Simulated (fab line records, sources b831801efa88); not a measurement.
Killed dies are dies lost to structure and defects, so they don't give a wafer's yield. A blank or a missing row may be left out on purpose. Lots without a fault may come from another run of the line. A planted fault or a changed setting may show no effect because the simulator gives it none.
fab line records | flow sky130
record lots=5 wafers=15 last_day=50
route steps=708 shown VIA4@643 METAL5@661 PASSIVATION@681 PAD_OPEN@708
lots that met no fault: from a run of the same line without faults
start_h: hours from the record's first day to the start of the lot's first wafer shown | wait_h: hours since the lot's step before | " the same as in the row above | L1.1+2: a row that stands for several wafers | - no value, or no start given | * or withheld: withheld | < > ~ a bound
route shown NAME@n: a module of which the file shows steps, and the number in the route of the first | usual: mean/standard deviation of fault-free wafers | same: alike in all rows | chamber/n: place in a boat | sites: the reading at each site | _std_site: their standard deviation | _edge_site: outer sites' mean less inner sites' | radius_mm: how far each site lies from the wafer's centre | mask NAME#n: copy n | behind: the tool/chamber that last shaped the wafer | hold: why the lot was held/for how many hours/how that ended | device: the transistor (n, p or np) that didn't switch | end of line: the same wafers' tests at the end of the route | a step without rows: its recipe alone | killed: dies lost to structure and defects at the first sort, not the wafer's yield | map: a wafer's dies, x killed, . not, _ none there
set.NAME: the setting as run; set.NAME@STEP: as run at that earlier step | model.NAME: the simulator's own value behind a step, which no gauge read
lots at some steps of the route; a table a step, a row a wafer
services: from which hour (start_h, from the record's first day; less than 0 if before it) a tool's chamber was out of use, for how many hours, and why
## steps
# step SKY_VIA4_DEHYDRATE_04
# recipe temp_c=200 time_s=60
# step SKY_VIA4_HMDS_05
# recipe prime_time_s=60 prime_temp_c=120
# step SKY_VIA4_COAT_06
# recipe resist=NOVOLAK spin_rpm=3000 resist_thk_nm=1140
# step SKY_VIA4_SOFTBAKE_07
# recipe temp_c=90 time_s=60 resist=NOVOLAK
# step SKY_VIA4_EXPOSE_08
# recipe mask_id=VIM4 na=0.6 source_shape=conventional sigma_outer=0.6 polarization=unpolarized target_cd_nm=800 dose_mj=132
# step SKY_VIA4_PEB_09
# recipe temp_c=withheld time_s=* resist=NOVOLAK
# step SKY_VIA4_DEVELOP_10
# recipe resist=NOVOLAK developer=TMAH develop_time_s=60 dev_temp_c=23
# step SKY_VIA4_OVL_MEAS_11
# usual VIA4_OVL=-0.1/1.4
# columns lot.wafer tool chamber start_h wait_h VIA4_OVL[nm]
L653.2 overlay-02 - 1011.17 0.1 2.0
L653.3 " - " " 0.8
L653.6 " - " " 2.4
L656.1 overlay-01 - 1042.65 0.1 -0.9
L656.2 " - " " -0.2
L656.4 " - " " 0.4
L669.1 overlay-01 - 1116.70 0.1 -1.9
L669.5 " - " " 0.0
L669.6 " - " " -2.6
L670.2 overlay-01 - 1132.37 0.1 1.3
L670.3 " - " " -1.0
L670.6 " - " " 1.9
L673.2 overlay-02 - 1138.62 0.1 -2.5
L673.4 " - " " -3.1
L673.6 " - " " -1.4
# step SKY_VIA4_ETCH_12
# recipe target=SiO2 chemistry=C4F8/O2/Ar stop_on=TiN mask_material=NOVOLAK source_w=1500 bias_w=1200 pressure_mtorr=40 c4f8_flow_sccm=withheld O2_flow_sccm=6 Ar_flow_sccm=300 time_s=withheld target_depth_a=5800
# step SKY_VIA4_STRIP_13
# recipe chemistry=O2/N2 power_w=1400 pressure_mtorr=1500 platen_temp_c=withheld o2_flow_sccm=3000 n2_flow_sccm=300 overash_fraction=0.5
# step SKY_VIA4_STRIP_14
# recipe chemistry=post_etch_residue_remover time_s=1200 temp_c=72.5
# step SKY_VIA4_CLEAN_15
# recipe chemistry=IPA time_s=180 temp_c=25
# step SKY_VIA4_CLEAN_16
# recipe chemistry=O3/DIW dry=n2_spin
# columns lot.wafer tool chamber start_h wait_h
L653.2+3+6 wet_bench-03 3 1011.77 0.0
L656.1+2+4 wet_bench-02 1 1043.36 0.0
L669.1+5+6 wet_bench-02 0 1117.31 0.0
L670.2+3+6 wet_bench-02 2 1132.97 0.0
L673.2+4+6 wet_bench-02 3 1139.22 0.0
# step SKY_VIA4_SPUTTER_17
# recipe material=TiN target_thk_nm=20 chamber_pressure_pa=5 power_w=4000 time_s=80
# step SKY_VIA4_CVD_18
# recipe material=W target_thk_nm=505 time_s=152.14 temp_c=400 pressure_torr=40
# step SKY_VIA4_RS_MEAS_19
# recipe thk_meas_gauge=four-point-probe reads=W_of_VIA4_CVD_18+TiN_of_VIA4_SPUTTER_17
# usual VIA4_W_RS=0.228/0.0035
# columns lot.wafer tool chamber start_h wait_h VIA4_W_RS[ohm/sq]
L653.2 film_metro-01 - 1012.25 0.2 0.227
L653.3 " - " " 0.226
L653.6 " - " " 0.223
L656.1 film_metro-03 - 1043.67 0.1 0.229
L656.2 " - " " 0.230
L656.4 " - " " 0.227
L669.1 film_metro-03 - 1117.62 0.1 0.232
L669.5 " - " " 0.233
L669.6 " - " " 0.232
L670.2 film_metro-01 - 1133.30 0.1 0.224
L670.3 " - " " 0.226
L670.6 " - " " 0.227
L673.2 film_metro-01 - 1139.55 0.1 0.227
L673.4 " - " " 0.227
L673.6 " - " " 0.229
# step SKY_VIA4_THK_MEAS_20
# recipe thk_meas_gauge=xrf reads=W_of_VIA4_CVD_18
# usual VIA4_W_THK=490/7.9
# columns lot.wafer tool chamber start_h wait_h VIA4_W_THK[nm]
L653.2 film_metro-01 - 1012.36 0.1 494
L653.3 " - " " 498
L653.6 " - " " 503
L656.1 film_metro-03 - 1043.79 0.1 490
L656.2 " - " " 491
L656.4 " - " " 497
L669.1 film_metro-03 - 1117.74 0.1 492
L669.5 " - " " 486
L669.6 " - " " 487
L670.2 film_metro-01 - 1133.41 0.1 502
L670.3 " - " " 498
L670.6 " - " " 496
L673.2 film_metro-01 - 1139.66 0.1 494
L673.4 " - " " 495
L673.6 " - " " 485
# step SKY_VIA4_CMP_21
# recipe stop_on=SiO2 t_overpolish_s=25 down_force_psi=3.5 platen_rpm=60 target_thk_nm=0 pad_velocity_m_s=0.94248
# step SKY_METAL5_SPUTTER_00
# recipe material=Ti target_thk_nm=15 power_w=3000 time_s=10 chamber_pressure_pa=0.4
# usual throttle_valve_pct=29.8/1.4
# columns lot.wafer tool chamber start_h wait_h throttle_valve_pct
L653.2 pvd_sputter-02 - 1012.71 0.1 28.6
L653.3 " - " " 30.8
L653.6 " - " " 31.8
L656.1 pvd_sputter-03 - 1044.15 0.1 29.7
L656.2 " - " " 30.3
L656.4 " - " " 27.5
L669.1 pvd_sputter-04 - 1118.10 0.1 29.8
L669.5 " - " " 29.0
L669.6 " - " " 30.6
L670.2 pvd_sputter-02 - 1133.76 0.1 30.4
L670.3 " - " " 31.7
L670.6 " - " " 30.3
L673.2 pvd_sputter-04 - 1140.01 0.2 30.5
L673.4 " - " " 27.5
L673.6 " - " " 29.9
# step SKY_METAL5_SPUTTER_01
# recipe material=TiN target_thk_nm=20 power_w=6500 time_s=16.7 chamber_pressure_pa=0.4
# step SKY_METAL5_SPUTTER_02
# recipe material=AlCu target_thk_nm=1150 power_w=10600 time_s=61.2 chamber_pressure_pa=0.4
# step SKY_METAL5_SPUTTER_03
# recipe material=Ti target_thk_nm=5 power_w=3000 time_s=3.3 chamber_pressure_pa=0.4
# step SKY_METAL5_SPUTTER_04
# recipe material=TiN target_thk_nm=70 power_w=6500 time_s=58.3 chamber_pressure_pa=0.4
# step SKY_METAL5_RS_MEAS_05
# recipe thk_meas_gauge=four-point-probe reads=TiN_of_METAL5_SPUTTER_04+Ti_of_METAL5_SPUTTER_03+AlCu_of_METAL5_SPUTTER_02+TiN_of_METAL5_SPUTTER_01+Ti_of_METAL5_SPUTTER_00
# usual METAL5_ALCU_RS=0.0270/0.00036
# columns lot.wafer tool chamber start_h wait_h METAL5_ALCU_RS[ohm/sq]
L653.2 film_metro-02 - 1012.89 0.0 0.0273
L653.3 " - " " 0.0271
L653.6 " - " " 0.0272
L656.1 film_metro-02 - 1044.32 0.0 0.0266
L656.2 " - " " 0.0264
L656.4 " - " " 0.0274
L669.1 film_metro-02 - 1118.26 0.0 0.0271
L669.5 " - " " 0.0275
L669.6 " - " " 0.0272
L670.2 film_metro-03 - 1133.94 0.0 0.0274
L670.3 " - " " 0.0270
L670.6 " - " " 0.0274
L673.2 film_metro-04 - 1140.19 0.0 0.0267
L673.4 " - " " 0.0268
L673.6 " - " " 0.0269
# step SKY_METAL5_THK_MEAS_06
# recipe thk_meas_gauge=xrf reads=AlCu_of_METAL5_SPUTTER_02
# usual METAL5_ALCU_THK=1160/17
# columns lot.wafer tool chamber start_h wait_h METAL5_ALCU_THK[nm]
L653.2 film_metro-02 - 1013.00 0.1 1148
L653.3 " - " " 1160
L653.6 " - " " 1154
L656.1 film_metro-02 - 1044.44 0.1 1175
L656.2 " - " " 1192
L656.4 " - " " 1146
L669.1 film_metro-02 - 1118.38 0.1 1162
L669.5 " - " " 1146
L669.6 " - " " 1149
L670.2 film_metro-03 - 1134.05 0.1 1138
L670.3 " - " " 1154
L670.6 " - " " 1135
L673.2 film_metro-04 - 1140.30 0.1 1165
L673.4 " - " " 1157
L673.6 " - " " 1159
# step SKY_METAL5_DEHYDRATE_07
# recipe temp_c=200 time_s=60
# step SKY_METAL5_HMDS_08
# recipe prime_time_s=60 prime_temp_c=120
# step SKY_METAL5_COAT_09
# recipe resist=NOVOLAK spin_rpm=3000 resist_thk_nm=1800
# step SKY_METAL5_SOFTBAKE_10
# recipe temp_c=90 time_s=60 resist=NOVOLAK
# step SKY_METAL5_EXPOSE_11
# recipe mask_id=MM5 na=0.6 source_shape=conventional sigma_outer=0.6 polarization=unpolarized target_cd_nm=1600 dose_mj=190
# step SKY_METAL5_PEB_12
# recipe temp_c=withheld time_s=* resist=NOVOLAK
# step SKY_METAL5_DEVELOP_13
# recipe resist=NOVOLAK developer=TMAH develop_time_s=60 dev_temp_c=23
# step SKY_METAL5_DESCUM_14
# recipe chemistry=O2 source_power_w=150 bias_power_w=0 pressure_mtorr=10 temp_c=40 time_s=11
# usual drypump_motor_current_A=5.80/0.29 oes_product_au=0.992/0.011
# columns lot.wafer tool chamber start_h wait_h drypump_motor_current_A oes_product_au rf_hours_counter_h
L653.2 rie_metal-02 0 1034.78 0.1 5.67 1.005 -
L653.3 " 0 " " 5.66 0.998 -
L653.6 " 0 " " 5.68 1.003 -
L656.1 rie_metal-04 1 1065.71 0.1 5.56 0.997 18
L656.2 " 0 " " 6.17 0.987 20
L656.4 " 1 " " 5.56 1.000 -
L669.1 rie_metal-03 1 1137.35 0.1 5.75 0.975 12
L669.5 " 1 " " 5.76 0.981 -
L669.6 " 0 " " 5.39 0.985 -
L670.2 rie_metal-02 0 1152.17 0.1 5.65 1.006 16
L670.3 " 1 " " 6.10 0.988 -
L670.6 " 1 " " 6.09 0.999 -
L673.2 rie_metal-02 0 1157.62 0.1 5.70 0.999 16
L673.4 " 1 " " 6.16 1.002 -
L673.6 " 0 " " 5.70 0.998 -
# step SKY_METAL5_METAL_ETCH_15
# recipe target_depth_a=12600 stop_on=SiO2 over_etch_frac=0.2 time_s=252 chemistry=Cl2/BCl3 resist_sidewall_deg=86 pressure_mtorr=10 icp_w=900 bias_w=48.5 Cl2_flow_sccm=60 bcl3_flow_sccm=30
# usual drypump_motor_current_A=5.80/0.29 oes_product_au=0.894/0.005 throttle_valve_pct=22.264/0.0084
# columns lot.wafer tool chamber start_h wait_h drypump_motor_current_A oes_product_au rf_hours_counter_h throttle_valve_pct
L653.2 rie_metal-02 0 1034.92 0.1 5.68 0.892 - 22.264
L653.3 " 0 " " 5.63 0.897 - 22.260
L653.6 " 0 " " 5.66 0.882 - 22.282
L656.1 rie_metal-04 1 1065.75 0.0 5.52 0.885 18 22.276
L656.2 " 0 " " 6.18 0.896 20 22.254
L656.4 " 1 " " 5.55 0.891 - 22.258
L669.1 rie_metal-03 1 1137.39 0.0 5.75 0.893 12 22.256
L669.5 " 1 " " 5.76 0.896 - 22.259
L669.6 " 0 " " 5.39 0.893 - 22.269
L670.2 rie_metal-02 0 1152.21 0.0 5.70 0.892 16 22.250
L670.3 " 1 " " 6.08 0.894 - 22.266
L670.6 " 1 " " 6.10 0.901 - 22.267
L673.2 rie_metal-02 0 1157.66 0.0 5.68 0.895 16 22.265
L673.4 " 1 " " 6.15 0.902 - 22.257
L673.6 " 0 " " 5.67 0.899 - 22.249
# step SKY_METAL5_STRIP_16
# recipe chemistry=O2/N2 power_w=1400 pressure_mtorr=1500 platen_temp_c=withheld o2_flow_sccm=3000 n2_flow_sccm=300 overash_fraction=0.5
# usual drypump_motor_current_A=5.8/0.47 oes_product_au=0.711/0.0044 strip_time_to_endpoint_s=13.18/0.14
# columns lot.wafer tool chamber start_h wait_h drypump_motor_current_A oes_product_au rf_hours_counter_h strip_time_to_endpoint_s
L653.2 plasma_asher-04 1 1035.31 0.3 5.4 0.713 121 13.06
L653.3 " 0 " " 6.6 0.711 - 12.98
L653.6 " 0 " " 6.7 0.704 - 13.00
L656.1 plasma_asher-02 1 1065.98 0.2 5.8 0.713 34 13.02
L656.2 " 0 " " 5.7 0.711 34 13.24
L656.4 " 1 " " 5.8 0.715 - 13.11
L669.1 plasma_asher-02 1 1137.62 0.2 5.8 0.716 41 13.28
L669.5 " 1 " " 5.8 0.704 - 13.37
L669.6 " 0 " " 5.7 0.706 - 13.23
L670.2 plasma_asher-02 1 1152.44 0.2 5.8 0.707 42 13.04
L670.3 " 0 " " 5.7 0.716 - 13.11
L670.6 " 1 " " 5.8 0.700 - 13.02
L673.2 plasma_asher-04 1 1157.89 0.2 5.4 0.712 9 13.05
L673.4 " 0 " " 6.6 0.711 - 13.17
L673.6 " 1 " " 5.4 0.708 - 13.18
# step SKY_METAL5_STRIP_17
# recipe chemistry=post_etch_residue_remover time_s=1200 temp_c=72.5
# step SKY_METAL5_CLEAN_18
# recipe chemistry=IPA time_s=180 temp_c=25
# step SKY_METAL5_CLEAN_19
# recipe chemistry=O3/DIW dry=n2_spin
# step SKY_PASSIVATION_CVD_00
# recipe material=SiO2 target_thk_nm=90 temp_c=400 time_s=withheld rf_w=600
# usual heater_power_w=685/82
# columns lot.wafer tool chamber start_h wait_h heater_power_w
L653.2 pecvd-04 2 1035.90 0.0 732
L653.3 " 1 " " 788
L653.6 " 1 " " 795
L656.1 pecvd-03 0 1067.01 0.0 708
L656.2 " 2 " " 552
L656.4 " 2 " " 570
L669.1 pecvd-03 2 1138.25 0.0 637
L669.5 " 1 " " 681
L669.6 " 0 " " 619
L670.2 pecvd-03 1 1153.03 0.0 664
L670.3 " 2 " " 549
L670.6 " 2 " " 545
L673.2 pecvd-03 1 1158.48 0.0 614
L673.4 " 1 " " 599
L673.6 " 2 " " 592
# step SKY_PASSIVATION_THK_MEAS_01
# recipe reads=SiO2_of_PASSIVATION_CVD_00
# usual PASSIVATION_CVD_00_THK=89.9/1.2
# columns lot.wafer tool chamber start_h wait_h PASSIVATION_CVD_00_THK[nm]
L653.2 film_metro-01 - 1035.93 - 89.3
L653.3 " - " " 88.6
L653.6 " - " " 91.2
L656.1 film_metro-03 - 1067.03 - 91.5
L656.2 " - " " 89.7
L656.4 " - " " 91.1
L669.1 film_metro-02 - 1138.28 - 89.2
L669.5 " - " " 91.6
L669.6 " - " " 90.9
L670.2 film_metro-02 - 1153.06 - 88.8
L670.3 " - " " 88.7
L670.6 " - " " 90.6
L673.2 film_metro-03 - 1158.52 - 88.8
L673.4 " - " " 90.1
L673.6 " - " " 89.0
# step SKY_PASSIVATION_CVD_02
# recipe material=Si3N4 target_thk_nm=540 temp_c=400 time_s=withheld rf_w=450
# step SKY_PASSIVATION_THK_MEAS_03
# recipe reads=Si3N4_of_PASSIVATION_CVD_02
# usual PASSIVATION_CVD_02_THK=543/7.1
# columns lot.wafer tool chamber start_h wait_h PASSIVATION_CVD_02_THK[nm]
L653.2 film_metro-03 - 1036.22 - 533
L653.3 " - " " 540
L653.6 " - " " 539
L656.1 film_metro-01 - 1067.32 - 541
L656.2 " - " " 538
L656.4 " - " " 546
L669.1 film_metro-02 - 1138.56 - 534
L669.5 " - " " 554
L669.6 " - " " 550
L670.2 film_metro-03 - 1153.46 - 546
L670.3 " - " " 547
L670.6 " - " " 549
L673.2 film_metro-02 - 1158.81 - 541
L673.4 " - " " 554
L673.6 " - " " 555
# step SKY_PAD_OPEN_PROBE_99
# usual defect_limited_yield=82.5/1.9 killed_at_M0_to_M3=43/6.6 killed_at_M4_up=3.0/1.8 killed_at_contacts=24/5.1 killed_at_front_end=16/4.5 killed_at_other=0.3/0.67 killed_dies=86/9.3 killed_open=47/6.9 killed_short=39/6.6 sort_bin_3_pad_short=0.9/0.41 sort_bin_5_function=10.4/1.4 sort_bin_6_memory=6.2/1.1 sort_n_pass=406/9.3 sort_yield_pct=82.5/1.9
# same gross_dies=492 killed_at_back_side=0 sort_bin_4_leakage[%]=0 sort_bin_8_speed[%]=0
# columns lot.wafer tool chamber start_h wait_h defect_limited_yield[%] killed_at_M0_to_M3 killed_at_M4_up killed_at_contacts killed_at_front_end killed_at_other killed_dies killed_open killed_short sort_bin_3_pad_short[%] sort_bin_5_function[%] sort_bin_6_memory[%] sort_n_pass sort_yield_pct[%] model.etest.tester.sort_n_pass model.etest.tester.sort_yield_pct model.etest.tester.sort_bin_5_pct model.etest.tester.sort_bin_3_pct
L653.2 prober-02 - 1081.28 0.1 85.2 40 3 16 14 0 73 47 26 0.2 9.1 5.5 419 85.2 419 85.16 9.146 0.2033
L653.3 prober-02 - 1081.33 0.2 86.2 32 2 22 12 0 68 36 30 0.4 7.7 5.7 424 86.2 424 86.18 7.724 0.4065
L653.6 prober-02 - 1081.48 0.2 80.9 51 5 21 17 0 94 45 44 1.2 11.2 6.7 398 80.9 398 80.89 11.18 1.22
L656.1 prober-02 - 1110.58 0.1 73.2 45 51 24 11 1 132 50 33 2.0 17.7 7.1 360 73.2 360 73.17 17.68 2.033
L656.2 prober-02 - 1110.63 0.1 77.2 40 41 20 11 0 112 36 36 2.2 15.2 5.3 380 77.2 380 77.24 15.24 2.236
L656.4 prober-02 - 1110.73 0.2 73.2 41 50 30 11 0 132 56 30 3.3 16.3 7.3 360 73.2 360 73.17 16.26 3.252
L669.6 prober-02 - 1175.23 0.2 79.3 55 2 25 20 0 102 59 42 1.0 12.2 7.5 390 79.3 390 79.27 12.2 1.016
L670.3 prober-01 - 1188.83 0.2 78.3 56 4 29 18 0 107 61 46 0.8 14.0 6.9 385 78.3 385 78.25 14.02 0.813
L673.2 prober-01 - 1193.44 0.1 83.5 40 2 23 15 1 81 50 31 0.4 10.0 6.1 411 83.5 411 83.54 9.959 0.4065
L673.4 prober-01 - 1193.54 0.2 78.7 51 4 34 16 0 105 54 51 1.6 12.0 7.7 387 78.7 387 78.66 11.99 1.626
L673.6 prober-01 - 1193.64 0.2 83.3 44 3 17 18 0 82 52 30 0.6 9.8 6.3 410 83.3 410 83.33 9.756 0.6098
# killed by level:class
L653.2 VIA1:geometric_particle:open=14 VIA3:geometric_particle:open=9 CONTACT:geometric_particle:open=5 FIELD_ISO:geometric_particle:open=4 LI_CONTACT:geometric_particle:open=4 LOCAL_INTERCONNECT:geometric_particle:short=4 FIELD_ISO:geometric_particle:short=3 POLY_GATE:geometric_particle:open=3
L653.3 LI_CONTACT:geometric_particle:open=7 CONTACT:geometric_particle:open=7 FIELD_ISO:geometric_particle:open=5 VIA1:geometric_particle:open=5 VIA2:geometric_particle:open=5 VIA3:geometric_particle:short=5 VIA2:geometric_particle:short=4 CONTACT:geometric_particle:short=4
L653.6 VIA1:geometric_particle:open=10 METAL1:geometric_particle:short=9 FIELD_ISO:geometric_particle:open=7 METAL2:geometric_particle:short=7 VIA3:geometric_particle:open=6 CONTACT:geometric_particle:open=6 LI_CONTACT:geometric_particle:open=5 CONTACT:geometric_particle:short=5
L656.1 VIA4:unspecified=49 VIA1:geometric_particle:open=17 LOCAL_INTERCONNECT:geometric_particle:short=9 METAL2:geometric_particle:short=8 CONTACT:geometric_particle:open=6 VIA3:geometric_particle:open=6 LI_CONTACT:geometric_particle:open=5 VIA2:geometric_particle:open=5
L656.2 VIA4:unspecified=40 CONTACT:geometric_particle:open=7 VIA3:geometric_particle:open=7 VIA2:geometric_particle:open=7 CONTACT:geometric_particle:short=6 VIA1:geometric_particle:short=6 METAL2:geometric_particle:short=5 POLY_GATE:geometric_particle:open=4
L656.4 VIA4:unspecified=46 CONTACT:geometric_particle:open=16 VIA1:geometric_particle:open=9 LI_CONTACT:geometric_particle:open=8 METAL1:geometric_particle:short=6 VIA2:geometric_particle:open=6 VIA1:geometric_particle:short=5 LOCAL_INTERCONNECT:geometric_particle:short=4
L669.6 VIA1:geometric_particle:open=13 METAL2:geometric_particle:short=12 CONTACT:geometric_particle:open=10 LI_CONTACT:geometric_particle:open=7 VIA2:geometric_particle:open=7 VIA3:geometric_particle:open=6 FIELD_ISO:geometric_particle:open=5 VIA1:geometric_particle:short=5
L670.3 VIA1:geometric_particle:open=13 VIA2:geometric_particle:open=10 CONTACT:geometric_particle:open=10 VIA3:geometric_particle:open=9 LI_CONTACT:geometric_particle:open=7 LOCAL_INTERCONNECT:geometric_particle:short=6 METAL1:geometric_particle:short=6 VIA1:geometric_particle:short=6
L673.2 CONTACT:geometric_particle:open=11 VIA3:geometric_particle:open=9 VIA1:geometric_particle:open=7 LI_CONTACT:geometric_particle:open=6 METAL1:geometric_particle:short=5 POLY_GATE:geometric_particle:open=4 METAL2:geometric_particle:short=4 FIELD_ISO:geometric_particle:open=3
L673.4 CONTACT:geometric_particle:open=12 VIA1:geometric_particle:open=10 VIA3:geometric_particle:open=9 VIA3:geometric_particle:short=7 METAL2:geometric_particle:short=7 LI_CONTACT:geometric_particle:open=6 LOCAL_INTERCONNECT:geometric_particle:short=6 CONTACT:geometric_particle:short=6
L673.6 VIA1:geometric_particle:open=15 CONTACT:geometric_particle:open=9 POLY_GATE:geometric_particle:open=6 FIELD_ISO:geometric_particle:open=5 VIA2:geometric_particle:open=5 LI_CONTACT:geometric_particle:open=4 METAL1:geometric_particle:short=4 METAL2:geometric_particle:short=4
# map L656.1 (x killed, . not)
__________...xx...x._________
________.............._______
______xx.............xx._____
_____x.......xx.....x....____
____...xx.x....x......x...___
___...x..x.....x.........x.__
__x....x.....x.x..x....x...._
_..x.x..x..................xx
_x............x...x.xx......x
_...x..xxx...x...xx........x.
_.....x..xxxxxx..............
_...x......x.xxxxxxx.x..x....
_..........xxxxxxxx.......x..
_x.xx..x....xxxxxxxxx......x.
_..........xxxxxxx.x.....x...
__..x..x...x.xxxx.xx....x..._
___...x....xx.xxx..x..xx...__
____...........x.xx.x.....___
_____.......xx.x..xx.....____
______..xx.....x.x...xx._____
________...........x.._______
__________x....x...._________
# map L673.4 (x killed, . not)
__________..x......._________
________.x..xx........_______
______........x....x...._____
_____.x...xx....x....x...____
____..........x....x.....x___
___.x.x..x......x...xx.x...__
__.xx.x.......x.x.x........._
_x.........x...x.......x....x
_............x...xx........x.
_xx.....x.....x..xx........x.
_....x........x...x.....x....
_..x.........x.x............x
_.x..x.x..x..................
_..x...x....xxxx.....xx..xxx.
_.x.....x...xxx.........xx...
__....x.....x......x.x......_
___.....x......x..x..xx.x..__
____x......x..x........x..___
_____x.xx...x.x..xx..xx.x____
______...........x.x...._____
________..x.x.x....x.._______
__________x......x.._________
## services
# columns tool chamber start_h hours kind
rie_metal-04 0 990.01 12.4 repair
rie_metal-03 0 1001.11 - clean
pvd_sputter-04 - 1014.41 4.7 repair
wet_bench-02 - 1016.85 0.6 repair
rie_metal-02 1 1020.46 - clean
rie_metal-02 1 1020.46 16.7 scheduled_down
rie_metal-02 1 1020.46 16.7 vent_cycle
rie_metal-03 1 1052.25 16.6 repair
pecvd-04 - 1053.31 2.7 repair
plasma_asher-04 - 1055.34 9.0 pm
pecvd-04 - 1057.36 0.8 pm
pvd_sputter-04 - 1057.39 1.8 repair
rie_metal-04 - 1057.63 4.3 pm
rie_metal-04 - 1071.27 1.4 pm
wet_bench-02 - 1076.34 0.5 repair
rie_metal-04 - 1083.45 1.4 repair
rie_metal-02 - 1100.20 0.5 repair
pecvd-03 - 1103.30 2.8 pm
rie_metal-04 1 1103.77 18.3 repair
pvd_sputter-02 - 1124.88 1.7 repair
rie_metal-02 0 1140.08 8.7 repair
pecvd-04 - 1153.58 0.6 repair
pecvd-04 - 1156.03 0.6 repair
pecvd-03 0 1157.46 2.1 scheduled_down
## key
first_sign step=SKY_PAD_OPEN_PROBE_99 reading=killed_at_M4_up direction=up sigmas=25 usual=3.0 struck=47.3
effect step=SKY_PAD_OPEN_PROBE_99 reading=killed_dies direction=up sigmas=4.2 usual=86 struck=125
model_effect step=SKY_PAD_OPEN_PROBE_99 value=etest.tester.sort_n_pass without=406.3 struck=366.7
met_at SKY_VIA4_CLEAN_16
struck_wafers L656.1,L656.2,L656.4
also_fits SKY_METAL5_SPUTTER_00:pvd_sputter-03,SKY_METAL5_DESCUM_14:rie_metal-04,SKY_METAL5_METAL_ETCH_15:rie_metal-04
fault kind=chamber_particle_source tool=wet_bench-02 chamber=1 onset_h=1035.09 steps=SKY_VIA4_CLEAN_16 rate_per_visit_cm2=0.52285 end_h=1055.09
